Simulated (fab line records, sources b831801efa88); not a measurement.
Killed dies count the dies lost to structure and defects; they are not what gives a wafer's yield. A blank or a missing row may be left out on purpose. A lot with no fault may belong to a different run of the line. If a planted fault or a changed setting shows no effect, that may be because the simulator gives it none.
Shared-tool check ; flow gf180mcu ; 13 lots and 39 wafers in the sample

== WHY THIS WAS OPENED ==
GF_VT_IMPLANT_TW_MEAS_43, reading VT_IMPLANT_4_TW: flagged on 2 of 13 lots. Wafers without a fault read 685, standard deviation 4.4.
Rule: a lot is flagged in two cases, either no wafer of it has a number, or all its wafers with numbers fall more than 4 standard deviations from that mean. All remaining lots are regarded as sound.

lot;measured;on;VT_IMPLANT_4_TW, wafer by wafer;flag
L411;day 7 18:55;film metro-03;683 686 686;
L412;day 7 23:26;film metro-03;688 685 688;
L413;day 8 07:38;film metro-03;690 688 688;
L414;day 8 22:46;film metro-02;678 679 680;
L418;day 9 19:41;film metro-01;732 724 732;FLAGGED
L420;day 10 07:59;film metro-03;688 687 687;
L421;day 10 16:16;film metro-01;729 725 728;FLAGGED
L423;day 11 02:23;film metro-01;685 683 688;
L424;day 11 10:35;film metro-03;685 686 689;
L426;day 11 23:22;film metro-01;685 685 685;
L430;day 13 03:11;film metro-03;682 684 686;
L431;day 13 08:16;film metro-02;678 675 681;
L432;day 13 16:07;film metro-03;683 686 683;
Average over the flagged lots: 728; offset from the usual +43, equal to +10 standard deviations.

== TOOL THAT RAN EACH LOT ==
Before the reading, the record contains 2 process steps out of a 602-step route. Each cell gives the tool, then ch followed by the chambers the sampled wafers passed through, then the start.
lot;flag;GF_NWELL_STRIP_10;GF_VT_IMPLANT_IMPLANT_41
L411;;plasma asher-02 ch 0,1, day 3 11:53;implanter-04 ch 0, day 7 18:41
L412;;plasma asher-04 ch 0,1, day 3 16:28;implanter-02 ch 0, day 7 23:11
L413;;plasma asher-04 ch 0,1, day 3 23:52;implanter-02 ch 0, day 8 07:23
L414;;plasma asher-04 ch 0,1, day 4 13:05;implanter-04 ch 0, day 8 22:31
L418;FLAGGED;plasma asher-02 ch 0,1, day 5 04:45;implanter-04 ch 0, day 9 19:26
L420;;plasma asher-02 ch 0,1, day 5 15:49;implanter-03 ch 0, day 10 07:44
L421;FLAGGED;plasma asher-04 ch 0,1, day 5 21:53;implanter-04 ch 0, day 10 16:02
L423;;plasma asher-03 ch 0,1, day 6 05:59;implanter-03 ch 0, day 11 02:10
L424;;plasma asher-02 ch 0,1, day 6 12:32;implanter-03 ch 0, day 11 10:22
L426;;plasma asher-03 ch 0,1, day 6 22:53;implanter-03 ch 0, day 11 23:07
L430;;plasma asher-02 ch 0,1, day 7 21:28;implanter-04 ch 0, day 13 02:56
L431;;plasma asher-04 ch 0,1, day 8 03:10;implanter-04 ch 0, day 13 08:01
L432;;plasma asher-02 ch 0,1, day 8 06:41;implanter-03 ch 0, day 13 15:52
What these steps do:
- GF_NWELL_STRIP_10: strips in O2/N2.
- GF_VT_IMPLANT_IMPLANT_41
- GF_VT_IMPLANT_TW_MEAS_43

== FLAGGED AGAINST TOTAL, ONE TOOL AT A TIME (gauges that did the reading follow at the end) ==
step;tool;lots run;flagged;share of the flagged lots;sound lots run after its first flagged lot
GF_NWELL_STRIP_10;plasma asher-02;6;1;some;4 (L420,L424,L430,L432)
GF_NWELL_STRIP_10;plasma asher-03;2;0;none;-
GF_NWELL_STRIP_10;plasma asher-04;5;1;some;1 (L431)
GF_VT_IMPLANT_IMPLANT_41;implanter-02;2;0;none;-
GF_VT_IMPLANT_IMPLANT_41;implanter-03;5;0;none;-
GF_VT_IMPLANT_IMPLANT_41;implanter-04;6;2;all;2 (L430,L431)
GF_VT_IMPLANT_TW_MEAS_43;film metro-01;4;2;all;2 (L423,L426)
GF_VT_IMPLANT_TW_MEAS_43;film metro-02;2;0;none;-
GF_VT_IMPLANT_TW_MEAS_43;film metro-03;7;0;none;-

== WHAT THE TABLE PERMITS ==
Table rows that saw every flagged lot: 2, namely implanter-04 at GF_VT_IMPLANT_IMPLANT_41 and film metro-01 at GF_VT_IMPLANT_TW_MEAS_43.
- implanter-04 at GF_VT_IMPLANT_IMPLANT_41: 2 of its 6 lots flagged. Sound lots followed the first flagged one (L430, L431) on it, something a lasting fault affecting the whole tool could not allow. Its own readings (beam energy keV) fall more than 4 standard deviations out on all wafers of the flagged lots.
- film metro-01 at GF_VT_IMPLANT_TW_MEAS_43: 2 of its 4 lots flagged. Sound lots followed the first flagged one (L423, L426) on it, something a lasting fault affecting the whole tool could not allow.
Every row of the table either missed a flagged lot or ran a sound lot after the first.

== WHAT WAS PUT IN BY THE SIMULATOR ==
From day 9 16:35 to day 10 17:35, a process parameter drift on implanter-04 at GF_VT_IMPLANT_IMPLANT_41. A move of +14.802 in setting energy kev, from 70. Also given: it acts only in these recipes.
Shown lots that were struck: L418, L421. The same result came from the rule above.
